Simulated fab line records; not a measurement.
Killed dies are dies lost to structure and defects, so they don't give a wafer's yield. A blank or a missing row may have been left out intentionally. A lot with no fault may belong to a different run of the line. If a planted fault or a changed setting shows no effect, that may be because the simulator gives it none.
Chamber matching :: flow sky130 :: SKY_CAPM_CVD_00 on pecvd-01 has 3 sister chambers
The step deposits SiO2, target thk 15.5 nm. 3 wafers are shown with their chamber, then 7 later ones without.

== EACH WAFER AND ITS CHAMBER ==
wafer: L658.4
chamber: 2
heater-power-w (W): 644

wafer: L669.1
chamber: 0
heater-power-w (W): 783

wafer: L669.3
chamber: 1
heater-power-w (W): 765

== WAFERS WITHOUT THEIR CHAMBER ==
wafer: L669.4
heater-power-w (W): 747

wafer: L676.2
heater-power-w (W): 731

wafer: L676.3
heater-power-w (W): 791

wafer: L676.6
heater-power-w (W): 771

wafer: L677.1
heater-power-w (W): 821

wafer: L677.3
heater-power-w (W): 692

wafer: L677.5
heater-power-w (W): 763

== CHAMBER TAKEN BY EACH ==
wafer: L669.4
from the rows above: can't be placed: 1 or 0
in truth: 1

wafer: L676.2
from the rows above: can't be placed: 1 or 0 or 2
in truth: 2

wafer: L676.3
from the rows above: can't be placed: 0 or 1
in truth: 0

wafer: L676.6
from the rows above: can't be placed: 1 or 0
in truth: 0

wafer: L677.1
from the rows above: can't be placed: 0 or 1
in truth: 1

wafer: L677.3
from the rows above: can't be placed: 2 or 1 or 0
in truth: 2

wafer: L677.5
from the rows above: can't be placed: 1 or 0
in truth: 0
Correct placement for 0 of the 7. From these rows, 7 cannot be placed; in 7 the true chamber is one of the candidates. 0 placed wrongly.
How it was worked out, from the rows above alone: a wafer's distance from a chamber is the root of the sum, over the readings, of the square of ((its reading less the chamber's mean) divided by the reading's scatter). If the next closest chamber is less than 2 further off than the closest, the wafer can't be placed; otherwise it belongs to the closest. For every chamber, the mean is computed from those of its wafers that are shown. The scatter: root of mean squared gap, hidden wafer to nearest shown wafer, with one shown wafer a chamber.
